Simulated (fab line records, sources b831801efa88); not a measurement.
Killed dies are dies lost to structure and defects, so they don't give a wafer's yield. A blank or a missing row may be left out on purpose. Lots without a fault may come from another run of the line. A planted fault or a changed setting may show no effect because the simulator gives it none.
Which tool did it? | flow gf180mcu | 24 lots, 72 wafers sampled, at 6 steps of a route of 602

WHAT THE GAUGES READ, wafer by wafer
GF_V5_OVL_MEAS_15. Usual: V5_OVL 1 nm, standard deviation 6.6.
lot  | measured     | on         | V5_OVL (nm) | flag
L074 | day 27 03:26 | overlay-02 | 5 -3 3      |
L075 | day 27 10:43 | overlay-01 | 7 8 6       |
L076 | day 27 15:43 | overlay-01 | -6 -5 -2    |
L077 | day 28 06:32 | overlay-01 | -2 0 0      |
L078 | day 28 11:22 | overlay-01 | -6 -3 -2    |
L079 | day 28 14:38 | overlay-01 | 12 7 0      |
L080 | day 29 04:25 | overlay-01 | 9 10 12     |
L081 | day 29 12:49 | overlay-02 | -3 0 0      |
L082 | day 29 15:24 | overlay-01 | -3 -5 4     |
L083 | day 30 02:21 | overlay-01 | -14 -10 -6  |
L084 | day 30 08:09 | overlay-01 | -1 -3 1     |
L085 | day 30 12:25 | overlay-02 | 14 15 7     |
L086 | day 30 18:36 | overlay-01 | 0 -2 -3     |
L087 | day 31 03:08 | overlay-01 | -12 -11 -4  |
L088 | day 31 07:59 | overlay-02 | 6 2 -5      |
L089 | day 31 17:37 | overlay-02 | 4 -1 7      |
L090 | day 31 20:26 | overlay-02 | 13 12 3     |
L091 | day 32 00:16 | overlay-02 | 10 3 14     |
L092 | day 32 05:44 | overlay-02 | -1 -2 -5    |
L093 | day 32 15:18 | overlay-01 | -1 -6 -3    |
L094 | day 32 20:33 | overlay-01 | 4 0 1       |
L095 | day 33 02:57 | overlay-01 | 6 4 0       |
L096 | day 33 10:13 | overlay-02 | 5 11 11     |
L097 | day 33 16:37 | overlay-01 | 9 7 7       |

WHICH TOOL RAN EACH LOT (tool, then ch and the chambers of the sampled wafers, then the start)
lot  | GF_SALICIDE_RTA_06               | GF_M2_SPUTTER_01             | GF_V4_CMP_26                  | GF_MIM_SPUTTER_00            | GF_V5_CVD_02
L074 | rtp_anneal-01 ch 0, day 15 05:16 | pvd_sputter-03, day 18 04:26 | cmp-01 ch 0,1,3, day 24 10:00 | pvd_sputter-02, day 24 10:18 | pecvd-01 ch 0,1, day 26 06:26
L075 | rtp_anneal-01 ch 0, day 15 12:03 | pvd_sputter-04, day 18 10:19 | cmp-01 ch 0,1,3, day 24 16:49 | pvd_sputter-03, day 24 17:01 | pecvd-04 ch 0,1,2, day 26 13:27
L076 | rtp_anneal-02 ch 0, day 15 16:40 | pvd_sputter-04, day 18 16:15 | cmp-02 ch 0,1,3, day 24 23:14 | pvd_sputter-02, day 24 23:29 | pecvd-03 ch 0,1,2, day 26 19:32
L077 | rtp_anneal-01 ch 0, day 16 10:08 | pvd_sputter-03, day 19 11:46 | cmp-01 ch 1,2,3, day 25 14:52 | pvd_sputter-02, day 25 15:04 | pecvd-04 ch 0,1, day 27 09:44
L078 | rtp_anneal-01 ch 0, day 16 14:54 | pvd_sputter-01, day 19 19:10 | cmp-01 ch 1,2,3, day 25 20:33 | pvd_sputter-03, day 25 20:45 | pecvd-01 ch 0,2, day 27 14:52
L079 | rtp_anneal-01 ch 0, day 16 19:55 | pvd_sputter-04, day 19 22:02 | cmp-01 ch 0,1,3, day 25 23:34 | pvd_sputter-02, day 25 23:52 | pecvd-04 ch 0,2, day 27 18:34
L080 | rtp_anneal-02 ch 0, day 17 07:26 | pvd_sputter-04, day 20 12:45 | cmp-01 ch 2,3, day 26 14:04   | pvd_sputter-04, day 26 14:22 | pecvd-04 ch 0,1,2, day 28 08:19
L081 | rtp_anneal-02 ch 0, day 17 18:31 | pvd_sputter-04, day 21 00:04 | cmp-02 ch 0,2, day 26 22:59   | pvd_sputter-02, day 26 23:17 | pecvd-01 ch 0,2, day 28 16:49
L082 | rtp_anneal-01 ch 0, day 17 21:43 | pvd_sputter-03, day 21 04:38 | cmp-02 ch 2,3, day 27 01:42   | pvd_sputter-04, day 27 02:00 | pecvd-01 ch 0,2, day 28 19:44
L083 | rtp_anneal-02 ch 0, day 18 09:37 | pvd_sputter-01, day 21 15:43 | cmp-01 ch 0,1,2, day 27 13:49 | pvd_sputter-03, day 27 14:04 | pecvd-04 ch 1,2, day 29 07:01
L084 | rtp_anneal-02 ch 0, day 18 17:59 | pvd_sputter-04, day 22 00:11 | cmp-02 ch 0,1, day 27 20:07   | pvd_sputter-02, day 27 20:25 | pecvd-04 ch 0,1,2, day 29 12:56
L085 | rtp_anneal-01 ch 0, day 19 01:41 | pvd_sputter-04, day 22 07:35 | cmp-02 ch 0,1, day 28 00:50   | pvd_sputter-03, day 28 01:08 | pecvd-01 ch 0,1,2, day 29 17:12
L086 | rtp_anneal-01 ch 0, day 19 09:30 | pvd_sputter-03, day 22 16:01 | cmp-01 ch 2,3, day 28 08:25   | pvd_sputter-03, day 28 08:43 | pecvd-01 ch 0,2, day 30 00:01
L087 | rtp_anneal-01 ch 0, day 19 20:25 | pvd_sputter-04, day 23 00:58 | cmp-02 ch 0,1, day 28 16:44   | pvd_sputter-04, day 28 17:02 | pecvd-01 ch 0,1,2, day 30 08:28
L088 | rtp_anneal-02 ch 0, day 20 02:58 | pvd_sputter-01, day 23 07:12 | cmp-02 ch 1,2, day 28 21:49   | pvd_sputter-03, day 28 22:07 | pecvd-04 ch 0,1,2, day 30 13:35
L089 | rtp_anneal-02 ch 0, day 20 17:23 | pvd_sputter-03, day 23 21:19 | cmp-01 ch 1,2, day 29 09:15   | pvd_sputter-02, day 29 09:30 | pecvd-03 ch 0,1,2, day 30 23:32
L090 | rtp_anneal-02 ch 0, day 20 19:40 | pvd_sputter-01, day 23 23:28 | cmp-01 ch 1,2, day 29 11:33   | pvd_sputter-02, day 29 11:51 | pecvd-03 ch 0,1,2, day 31 02:05
L091 | rtp_anneal-01 ch 0, day 21 02:25 | pvd_sputter-03, day 24 05:22 | cmp-01 ch 0,2,3, day 29 15:31 | pvd_sputter-03, day 29 15:46 | pecvd-03 ch 0,1, day 31 06:13
L092 | rtp_anneal-02 ch 0, day 21 12:20 | pvd_sputter-03, day 24 14:51 | cmp-02 ch 0,1,2, day 29 23:04 | pvd_sputter-04, day 29 23:22 | pecvd-01 ch 0,1, day 31 12:41
L093 | rtp_anneal-01 ch 0, day 21 21:56 | pvd_sputter-01, day 24 23:53 | cmp-02 ch 1,2, day 30 08:58   | pvd_sputter-02, day 30 09:16 | pecvd-04 ch 0,1, day 31 21:47
L094 | rtp_anneal-01 ch 0, day 22 07:43 | pvd_sputter-04, day 25 09:25 | cmp-01 ch 0,3, day 30 15:38   | pvd_sputter-02, day 30 15:53 | pecvd-04 ch 0,2, day 32 04:11
L095 | rtp_anneal-01 ch 0, day 22 12:36 | pvd_sputter-04, day 25 13:52 | cmp-02 ch 0,2,3, day 30 22:22 | pvd_sputter-02, day 30 22:34 | pecvd-03 ch 0,1, day 32 10:13
L096 | rtp_anneal-01 ch 0, day 22 23:56 | pvd_sputter-01, day 25 23:38 | cmp-01 ch 1,2, day 31 05:50   | pvd_sputter-04, day 31 06:08 | pecvd-01 ch 0,2, day 32 17:35
L097 | rtp_anneal-01 ch 0, day 23 10:55 | pvd_sputter-03, day 26 08:45 | cmp-02 ch 2,3, day 31 12:36   | pvd_sputter-03, day 31 12:54 | pecvd-04 ch 1,2, day 33 00:29
- GF_SALICIDE_RTA_06: time 30 s.
- GF_M2_SPUTTER_01: material TiN, target thk 30 nm, time 24.14 s.
- GF_V4_CMP_26: polishes, stops on SiO2, t overpolish 15 s, target thk 0 nm.
- GF_MIM_SPUTTER_00: material Ti, target thk 37.5 nm, time 150 s.
- GF_V5_CVD_02: deposits SiO2 from TEOS, target thk 1450 nm, time 163.28 s.

WHAT THE TOOLS THEMSELVES READ (means of the sampled wafers that have a number; where no wafer has one, the mark that the record gives instead)
GF_SALICIDE_RTA_06. Usual: lamp_power_pct 6.32 %, standard deviation 0.042; wafer_temp_C_max 532.0, standard deviation 0.44.
lot  | tool          | lamp_power_pct (%) | wafer_temp_C_max | flag
L074 | rtp_anneal-01 | 6.35               | 531.8            |
L075 | rtp_anneal-01 | 6.35               | 531.8            |
L076 | rtp_anneal-02 | 6.26               | 532.1            |
L077 | rtp_anneal-01 | 6.35               | 531.8            |
L078 | rtp_anneal-01 | 6.35               | 531.6            |
L079 | rtp_anneal-01 | 6.35               | 532.0            |
L080 | rtp_anneal-02 | 6.26               | 531.6            |
L081 | rtp_anneal-02 | 6.26               | 531.7            |
L082 | rtp_anneal-01 | 6.35               | 532.1            |
L083 | rtp_anneal-02 | 6.27               | 532.3            |
L084 | rtp_anneal-02 | 6.26               | 531.9            |
L085 | rtp_anneal-01 | 6.34               | 532.1            |
L086 | rtp_anneal-01 | 6.35               | 531.9            |
L087 | rtp_anneal-01 | 6.35               | 531.7            |
L088 | rtp_anneal-02 | 6.26               | 531.8            |
L089 | rtp_anneal-02 | 6.26               | 532.2            |
L090 | rtp_anneal-02 | 6.26               | 531.9            |
L091 | rtp_anneal-01 | 6.35               | 532.2            |
L092 | rtp_anneal-02 | 6.26               | 532.3            |
L093 | rtp_anneal-01 | 6.34               | 532.1            |
L094 | rtp_anneal-01 | 6.35               | 531.3            |
L095 | rtp_anneal-01 | 6.35               | 531.5            |
L096 | rtp_anneal-01 | 6.35               | 532.2            |
L097 | rtp_anneal-01 | 6.35               | 532.1            |

GF_M2_SPUTTER_01. Usual: throttle_valve_pct 30.0 %, standard deviation 0.83.
lot  | tool           | throttle_valve_pct (%) | flag
L074 | pvd_sputter-03 | 29.6                   |
L075 | pvd_sputter-04 | 29.7                   |
L076 | pvd_sputter-04 | 29.8                   |
L077 | pvd_sputter-03 | 31.3                   |
L078 | pvd_sputter-01 | 29.9                   |
L079 | pvd_sputter-04 | 29.8                   |
L080 | pvd_sputter-04 | 29.7                   |
L081 | pvd_sputter-04 | 29.9                   |
L082 | pvd_sputter-03 | 31.0                   |
L083 | pvd_sputter-01 | 30.5                   |
L084 | pvd_sputter-04 | 30.0                   |
L085 | pvd_sputter-04 | 29.8                   |
L086 | pvd_sputter-03 | 29.6                   |
L087 | pvd_sputter-04 | 29.8                   |
L088 | pvd_sputter-01 | 29.9                   |
L089 | pvd_sputter-03 | 30.3                   |
L090 | pvd_sputter-01 | 29.9                   |
L091 | pvd_sputter-03 | 29.4                   |
L092 | pvd_sputter-03 | 29.5                   |
L093 | pvd_sputter-01 | 29.8                   |
L094 | pvd_sputter-04 | 29.9                   |
L095 | pvd_sputter-04 | 29.6                   |
L096 | pvd_sputter-01 | 29.8                   |
L097 | pvd_sputter-03 | 31.0                   |

GF_V4_CMP_26. Usual: edge_zone_pressure_frac 1.000, standard deviation 0.0049; motor_current_A 10.5 A, standard deviation 0.6; overpolish_run_s 14.998 s, standard deviation 0.0091; platen_rpm 60.00 rpm, standard deviation 0.038; time_to_endpoint_s 82 s, standard deviation 3.5.
lot  | tool   | edge_zone_pressure_frac | motor_current_A (A) | overpolish_run_s (s) | platen_rpm (rpm) | time_to_endpoint_s (s) | flag
L074 | cmp-01 | 1.001                   | 11.3                | 15.002               | 59.98            | 80                     |
L075 | cmp-01 | 1.001                   | 10.7                | 14.994               | 59.95            | 81                     |
L076 | cmp-02 | 0.999                   | 10.3                | 14.997               | 59.98            | 80                     |
L077 | cmp-01 | 0.997                   | 10.7                | 15.002               | 59.98            | 77                     |
L078 | cmp-01 | 1.006                   | 10.8                | 14.993               | 60.00            | 78                     |
L079 | cmp-01 | 1.002                   | 11.0                | 14.990               | 60.00            | 83                     |
L080 | cmp-01 | 1.002                   | 10.9                | 15.009               | 60.02            | 85                     |
L081 | cmp-02 | 1.000                   | 10.0                | 14.998               | 59.96            | 80                     |
L082 | cmp-02 | 0.991                   | 10.2                | 14.993               | 59.96            | 83                     |
L083 | cmp-01 | 1.005                   | 10.8                | 14.988               | 59.99            | 81                     |
L084 | cmp-02 | 1.000                   | 10.3                | 15.008               | 59.98            | 82                     |
L085 | cmp-02 | 1.004                   | 10.1                | 14.995               | 60.00            | 86                     |
L086 | cmp-01 | 1.001                   | 10.5                | 14.993               | 59.99            | 84                     |
L087 | cmp-02 | 1.002                   | 10.2                | 15.007               | 59.98            | 85                     |
L088 | cmp-02 | 0.999                   | 10.4                | 15.001               | 59.97            | 85                     |
L089 | cmp-01 | 1.001                   | 10.4                | 15.004               | 60.03            | 85                     |
L090 | cmp-01 | 1.001                   | 10.7                | 15.001               | 60.04            | 83                     |
L091 | cmp-01 | 1.000                   | 11.1                | 14.996               | 60.00            | 85                     |
L092 | cmp-02 | 0.998                   | 10.2                | 14.992               | 60.00            | 81                     |
L093 | cmp-02 | 1.001                   | 10.3                | 15.000               | 59.97            | 80                     |
L094 | cmp-01 | 0.995                   | 11.2                | 14.995               | 60.00            | 82                     |
L095 | cmp-02 | 0.997                   | 10.3                | 15.000               | 60.00            | 82                     |
L096 | cmp-01 | 1.006                   | 10.9                | 15.000               | 60.05            | 81                     |
L097 | cmp-02 | 0.992                   | 10.0                | 15.006               | 60.00            | 82                     |

GF_MIM_SPUTTER_00. Usual: throttle_valve_pct 29.5 %, standard deviation 0.91.
lot  | tool           | throttle_valve_pct (%) | flag
L074 | pvd_sputter-02 | 28.6                   |
L075 | pvd_sputter-03 | 30.6                   |
L076 | pvd_sputter-02 | 29.0                   |
L077 | pvd_sputter-02 | 29.0                   |
L078 | pvd_sputter-03 | 29.6                   |
L079 | pvd_sputter-02 | 29.3                   |
L080 | pvd_sputter-04 | 29.9                   |
L081 | pvd_sputter-02 | 28.7                   |
L082 | pvd_sputter-04 | 30.0                   |
L083 | pvd_sputter-03 | 30.2                   |
L084 | pvd_sputter-02 | 28.5                   |
L085 | pvd_sputter-03 | 30.6                   |
L086 | pvd_sputter-03 | 29.6                   |
L087 | pvd_sputter-04 | 29.5                   |
L088 | pvd_sputter-03 | 31.1                   |
L089 | pvd_sputter-02 | 28.9                   |
L090 | pvd_sputter-02 | 29.4                   |
L091 | pvd_sputter-03 | 30.4                   |
L092 | pvd_sputter-04 | 29.7                   |
L093 | pvd_sputter-02 | 28.6                   |
L094 | pvd_sputter-02 | 29.3                   |
L095 | pvd_sputter-02 | 28.7                   |
L096 | pvd_sputter-04 | 29.8                   |
L097 | pvd_sputter-03 | 29.5                   |

GF_V5_CVD_02. Usual: heater_power_w 658 W, standard deviation 100; rf_fwd_power_W 597.7 W, standard deviation 2.
lot  | tool     | heater_power_w (W) | rf_fwd_power_W (W) | flag
L074 | pecvd-01 | 724                | 598.2              |
L075 | pecvd-04 | 708                | 598.4              |
L076 | pecvd-03 | 612                | 597.9              |
L077 | pecvd-04 | 752                | 597.7              |
L078 | pecvd-01 | 681                | 599.8              |
L079 | pecvd-04 | 585                | 598.9              |
L080 | pecvd-04 | 690                | 596.1              |
L081 | pecvd-01 | 680                | 596.6              |
L082 | pecvd-01 | 724                | 597.3              |
L083 | pecvd-04 | 720                | 597.6              |
L084 | pecvd-04 | 682                | 598.0              |
L085 | pecvd-01 | 680                | 597.2              |
L086 | pecvd-01 | 649                | 597.6              |
L087 | pecvd-01 | 655                | 599.3              |
L088 | pecvd-04 | 731                | 597.7              |
L089 | pecvd-03 | 586                | 595.9              |
L090 | pecvd-03 | 621                | 598.4              |
L091 | pecvd-03 | 536                | 594.8              |
L092 | pecvd-01 | 716                | 598.9              |
L093 | pecvd-04 | 704                | 599.9              |
L094 | pecvd-04 | 595                | 595.9              |
L095 | pecvd-03 | 574                | 598.7              |
L096 | pecvd-01 | 712                | 599.6              |
L097 | pecvd-04 | 733                | 595.8              |

THE ANSWER, worked out from the rows above alone
Rule: a lot is off if the mean of its wafers that have a number lies more than 3 standard deviations from the usual mean. A lot without any number at a reading at which 4 lots or more have one is off too. The other lots that the step has rows for count as sound. The gauges are gone through in route order, then the tools' own readings, and for those a lot's mean is taken as printed above. The first step at which some lot is off is used, and at that step the reading that is off furthest; a lot without a number counts as furthest.
No lot is off at any reading shown: from this, nothing can be told.

WHAT THE SIMULATOR HAD PUT IN
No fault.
